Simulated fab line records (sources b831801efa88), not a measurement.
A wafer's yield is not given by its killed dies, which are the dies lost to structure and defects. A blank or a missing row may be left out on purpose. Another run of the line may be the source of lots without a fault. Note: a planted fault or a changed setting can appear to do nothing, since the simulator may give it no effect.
Which tool is to blame?	flow gf180mcu	13 lots, 37 wafers sampled, at 2 steps of a route of 602

WHAT THE GAUGES READ, wafer by wafer
GF_STI_THK_MEAS_22.
lot	measured	on	STI_OXIDATION_01_THK (nm)
L974	day 2 08:35	film-metro-03	15.02 14.84 15.18
L975	day 2 13:12	film-metro-03	15.21 15.34 15.14
L977	day 3 00:21	film-metro-02	14.92 15.03 14.82
L979	day 3 10:07	film-metro-02	14.86 14.67 15.00
L980	day 3 16:26	film-metro-02	14.89 14.96 15.06
L983	day 4 06:56	film-metro-04	15.13 15.31 15.18
L985	day 4 18:17	film-metro-02	14.71 14.56 14.87
L986	day 4 22:14	film-metro-03	15.30 15.38 15.29
L988	day 5 09:01	film-metro-03	15.41 15.35
L992	day 6 06:17	film-metro-02	15.03 15.05
L993	day 6 11:32	film-metro-03	15.28 15.21 15.13
L994	day 6 17:05	film-metro-03	15.24 15.41 15.41
L995	day 6 20:40	film-metro-03	15.15 15.04 15.16

WHAT TOOL EACH LOT RAN ON (gives the tool, then ch and the chambers of the sampled wafers, and finally the start)
lot	GF_STI_ETCH_14
L974	rie-si-01 ch 2,3, day 2 06:35
L975	rie-si-02 ch 0,2, day 2 11:32
L977	rie-si-02 ch 0,2, day 2 22:41
L979	rie-si-02 ch 2,3, day 3 08:26
L980	rie-si-02 ch 0,2,3, day 3 14:47
L983	rie-si-01 ch 0,2, day 4 04:38
L985	rie-si-01 ch 1,2,3, day 4 16:20
L986	rie-si-02 ch 0,2,3, day 4 20:29
L988	rie-si-01 ch 0,1, day 5 07:14
L992	rie-si-02 ch 2,3, day 6 03:08
L993	rie-si-02 ch 0,3, day 6 09:53
L994	rie-si-02 ch 1,2,3, day 6 15:02
L995	rie-si-01 ch 0,2,3, day 6 18:59
- GF_STI_ETCH_14: etches Si in HBr/Cl2/O2, target depth 360 nm, time 102.9 s.

WHAT THE TOOLS THEMSELVES READ (means of the sampled wafers that have a number; where no wafer has one, the mark that the record gives instead)
GF_STI_ETCH_14.
lot	tool	drypump-motor-current-A (A)	oes-product-au (a.u.)	rf-fwd-power-W (W)	throttle-valve-pct (%)
L974	rie-si-01	5.7	0.997	598.6	25.664
L975	rie-si-02	5.3	1.007	595.9	25.659
L977	rie-si-02	5.2	1.016	596.9	25.644
L979	rie-si-02	5.6	1.008	596.0	25.642
L980	rie-si-02	5.4	1.024	595.6	25.639
L983	rie-si-01	6.0	0.992	598.2	25.672
L985	rie-si-01	5.6	1.009	596.9	25.653
L986	rie-si-02	5.4	1.014	597.6	25.635
L988	rie-si-01	5.8	1.006	593.8	25.651
L992	rie-si-02	5.5	1.011	596.8	25.643
L993	rie-si-02	5.5	1.016	596.9	25.645
L994	rie-si-02	5.7	1.008	597.1	25.647
L995	rie-si-01	5.9	1.014	595.4	25.641

THE ANSWER, worked out from the rows above alone
Rule: usual is defined by the lots themselves. Put in order of their means at a reading, lots are off if they are a third of the lots or fewer, leave a main group of 4 or more, and stand apart from it by a gap of 3 or more times the standard deviation of the main group's means; of several such gaps the widest counts. The tables above print the reading to a certain number of digits; a main group whose means all agree to those digits is not used. Also off: a lot with no number at a reading for which 4 or more lots have one. Where the step has rows for the other lots, those lots are counted as sound. Order of review: gauges by route order, followed by the tools' own readings, for which a lot's mean as printed above is used. At the first step where some lot is off, the reading lying furthest off is the one used; lots without a number count as furthest.
No lot is off on any of the readings shown, so nothing can be concluded from this.

WHAT HAD BEEN PUT IN BY THE SIMULATOR
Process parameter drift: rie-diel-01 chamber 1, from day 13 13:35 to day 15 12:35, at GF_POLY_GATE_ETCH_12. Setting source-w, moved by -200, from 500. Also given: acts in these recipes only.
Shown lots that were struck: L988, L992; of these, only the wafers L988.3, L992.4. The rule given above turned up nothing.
